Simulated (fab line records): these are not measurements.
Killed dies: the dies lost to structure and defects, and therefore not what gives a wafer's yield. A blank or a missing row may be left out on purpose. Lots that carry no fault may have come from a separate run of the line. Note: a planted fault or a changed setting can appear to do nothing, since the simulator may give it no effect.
Shared-tool check | flow gf180mcu | Sampled: 12 lots, 36 wafers

== REASON FOR OPENING ==
At GF_CONTACT_THK_MEAS_03 the reading CONTACT_CVD_02_THK is flagged on 2 of 12 lots. No-fault wafers: 861 nm, standard deviation 12.
Rule: a lot is flagged when every wafer of it that has a number lies more than 4 standard deviations from that mean, or none has a number. As for the other lots, they are considered sound.

lot  | measured     | on            | CONTACT_CVD_02_THK (nm), wafer by wafer | flag
L209 | day 15 15:12 | film metro-04 | 860 865 883                             |
L210 | day 15 19:59 | film metro-01 | 854 862 880                             |
L211 | day 16 07:05 | film metro-04 | 1296 1312 1316                          | FLAGGED
L212 | day 16 12:16 | film metro-04 | 1291 1315 1305                          | FLAGGED
L221 | day 19 19:37 | film metro-03 | 859 842 852                             |
L222 | day 20 06:53 | film metro-01 | 849 865 874                             |
L223 | day 20 21:11 | film metro-04 | 852 861 868                             |
L224 | day 21 01:13 | film metro-03 | 872 879 878                             |
L225 | day 21 13:58 | film metro-01 | 835 860 845                             |
L229 | day 22 14:57 | film metro-01 | 849 881 872                             |
L230 | day 22 23:10 | film metro-03 | 861 851 857                             |
L231 | day 23 09:27 | film metro-01 | 864 878 860                             |
On average the flagged lots' numbers are 1306 nm, which is +445 nm against the usual, or +37 standard deviations.

== EACH LOT AND THE TOOL IT RAN ON ==
3 process steps preceding the reading are held in the record, out of 602 steps in the route. In each cell: the tool, then ch and the chambers that the sampled wafers went through, then the start.
lot  | flag    | GF_NSD_STRIP_11                      | GF_SALICIDE_SPUTTER_02       | GF_CONTACT_CVD_02
L209 |         | plasma asher-03 ch 0,1, day 13 18:28 | pvd sputter-04, day 15 14:30 | pecvd-03 ch 0,2, day 15 15:08
L210 |         | plasma asher-02 ch 0, day 13 22:28   | pvd sputter-04, day 15 19:17 | pecvd-03 ch 0,2, day 15 19:55
L211 | FLAGGED | plasma asher-01 ch 0,1, day 14 09:10 | pvd sputter-02, day 16 06:18 | pecvd-03 ch 0,2, day 16 07:01
L212 | FLAGGED | plasma asher-02 ch 0,1, day 14 13:31 | pvd sputter-01, day 16 11:33 | pecvd-03 ch 1,2, day 16 12:11
L221 |         | plasma asher-02 ch 0,1, day 17 17:28 | pvd sputter-04, day 19 18:55 | pecvd-02 ch 0,1,2, day 19 19:33
L222 |         | plasma asher-01 ch 0,1, day 18 04:38 | pvd sputter-04, day 20 06:10 | pecvd-03 ch 1,2, day 20 06:47
L223 |         | plasma asher-03 ch 0,1, day 18 18:39 | pvd sputter-01, day 20 20:26 | pecvd-03 ch 0,1, day 20 21:05
L224 |         | plasma asher-03 ch 0,1, day 18 23:04 | pvd sputter-01, day 21 00:29 | pecvd-03 ch 0,1, day 21 01:08
L225 |         | plasma asher-03 ch 0,1, day 19 12:08 | pvd sputter-02, day 21 13:15 | pecvd-02 ch 0,2, day 21 13:53
L229 |         | plasma asher-03 ch 0,1, day 20 14:43 | pvd sputter-01, day 22 14:14 | pecvd-03 ch 0,1, day 22 14:53
L230 |         | plasma asher-03 ch 0,1, day 20 22:59 | pvd sputter-04, day 22 22:28 | pecvd-03 ch 0,1,2, day 22 23:06
L231 |         | plasma asher-01 ch 0,1, day 21 09:04 | pvd sputter-01, day 23 08:43 | pecvd-04 ch 0,1,2, day 23 09:23
These steps, and what they do:
- GF_NSD_STRIP_11: strips in O2/N2.
- GF_SALICIDE_SPUTTER_02: material Co, target thk 10 nm, time 20 s.
- GF_CONTACT_CVD_02: deposits SiO2 from TEOS, target thk 860 nm, time 95.992 s.
- GF_CONTACT_THK_MEAS_03

== FLAGGED AGAINST TOTAL, ONE TOOL AT A TIME (gauges that did the reading follow at the end) ==
step                   | tool            | lots run | flagged | share of the flagged lots | sound lots run after its first flagged lot
GF_NSD_STRIP_11        | plasma asher-01 | 3        | 1       | some                      | 2 (L222,L231)
GF_NSD_STRIP_11        | plasma asher-02 | 3        | 1       | some                      | 1 (L221)
GF_NSD_STRIP_11        | plasma asher-03 | 6        | 0       | none                      | -
GF_SALICIDE_SPUTTER_02 | pvd sputter-01  | 5        | 1       | some                      | 4 (L223,L224,L229,L231)
GF_SALICIDE_SPUTTER_02 | pvd sputter-02  | 2        | 1       | some                      | 1 (L225)
GF_SALICIDE_SPUTTER_02 | pvd sputter-04  | 5        | 0       | none                      | -
GF_CONTACT_CVD_02      | pecvd-02        | 2        | 0       | none                      | -
GF_CONTACT_CVD_02      | pecvd-03        | 9        | 2       | all                       | 5 (L222,L223,L224,L229,L230)
GF_CONTACT_CVD_02      | pecvd-04        | 1        | 0       | none                      | -
GF_CONTACT_THK_MEAS_03 | film metro-01   | 5        | 0       | none                      | -
GF_CONTACT_THK_MEAS_03 | film metro-03   | 3        | 0       | none                      | -
GF_CONTACT_THK_MEAS_03 | film metro-04   | 4        | 2       | all                       | 1 (L223)

== WHAT THE TABLE PERMITS ==
Every flagged lot went through 2 rows of the table: pecvd-03 at GF_CONTACT_CVD_02 and film metro-04 at GF_CONTACT_THK_MEAS_03.
- pecvd-03 at GF_CONTACT_CVD_02 ran 9 lots, 2 of them flagged. After the first flagged lot (L222, L223, L224, L229, L230), sound lots still ran on it; a lasting fault on the whole tool would not permit that.
- film metro-04 at GF_CONTACT_THK_MEAS_03 ran 4 lots, 2 of them flagged. After the first flagged lot (L223), sound lots still ran on it; a lasting fault on the whole tool would not permit that.
None of the table's rows ran every flagged lot and, after the first, no sound lot.

== WHAT THE SIMULATOR PUT IN ==
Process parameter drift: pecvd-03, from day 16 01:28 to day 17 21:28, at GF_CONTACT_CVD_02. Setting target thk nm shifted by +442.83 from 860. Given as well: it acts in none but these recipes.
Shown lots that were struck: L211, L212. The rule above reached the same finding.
